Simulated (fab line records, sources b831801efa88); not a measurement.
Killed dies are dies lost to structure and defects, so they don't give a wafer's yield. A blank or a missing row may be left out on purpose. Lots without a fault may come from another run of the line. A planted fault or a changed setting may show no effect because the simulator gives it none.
Which tool did it? | flow sky130 | 11 lots, 33 wafers sampled, at 2 steps of a route of 708

WHAT THE GAUGES READ, wafer by wafer
SKY_VIA3_THK_MEAS_23: measures by xrf.
lot  | measured     | on            | VIA3_W_THK (nm)
L411 | day 39 23:04 | film_metro-03 | 395 392 393
L412 | day 40 02:08 | film_metro-03 | 397 397 400
L413 | day 40 04:53 | film_metro-04 | 392 388 388
L414 | day 40 14:11 | film_metro-01 | 393 401 397
L415 | day 40 21:04 | film_metro-01 | 393 394 399
L424 | day 44 10:34 | film_metro-01 | 398 408 401
L425 | day 44 12:03 | film_metro-04 | 393 391 388
L427 | day 44 13:08 | film_metro-03 | 408 399 404
L430 | day 44 18:07 | film_metro-01 | 407 411 413
L431 | day 45 02:31 | film_metro-01 | 403 402 401
L433 | day 45 22:12 | film_metro-03 | 411 406 407

WHICH TOOL RAN EACH LOT (tool, then ch and the chambers of the sampled wafers, then the start)
lot  | SKY_VIA1_CMP_24
L411 | cmp-02 ch 0,3, day 34 07:50
L412 | cmp-01 ch 0,1,3, day 34 09:08
L413 | cmp-02 ch 0,1,3, day 34 11:53
L414 | cmp-01 ch 1,2, day 34 23:35
L415 | cmp-02 ch 2,3, day 35 07:28
L424 | cmp-01 ch 0,1, day 39 04:05
L425 | cmp-02 ch 0,1,3, day 39 05:04
L427 | cmp-02 ch 0,1,2, day 39 05:47
L430 | cmp-02 ch 0,3, day 39 12:07
L431 | cmp-02 ch 0,1,3, day 39 21:16
L433 | cmp-02 ch 2,3, day 40 20:11
- SKY_VIA1_CMP_24: polishes, stops on SiO2, t overpolish 15 s, target thk 0 nm.

THE ANSWER, worked out from the rows above alone
Rule: what is usual is taken from the lots themselves. Put in order of their means at a reading, lots are off if they are a third of the lots or fewer, leave a main group of 4 or more, and stand apart from it by a gap of 3 or more times the standard deviation of the main group's means; of several such gaps the widest counts. A main group whose means are all the same, to the digits that the tables above print for the reading, isn't used. A lot without any number at a reading at which 4 lots or more have one is off too. The other lots that the step has rows for count as sound.
No lot is off at any reading shown: from this, nothing can be told.

WHAT THE SIMULATOR HAD PUT IN
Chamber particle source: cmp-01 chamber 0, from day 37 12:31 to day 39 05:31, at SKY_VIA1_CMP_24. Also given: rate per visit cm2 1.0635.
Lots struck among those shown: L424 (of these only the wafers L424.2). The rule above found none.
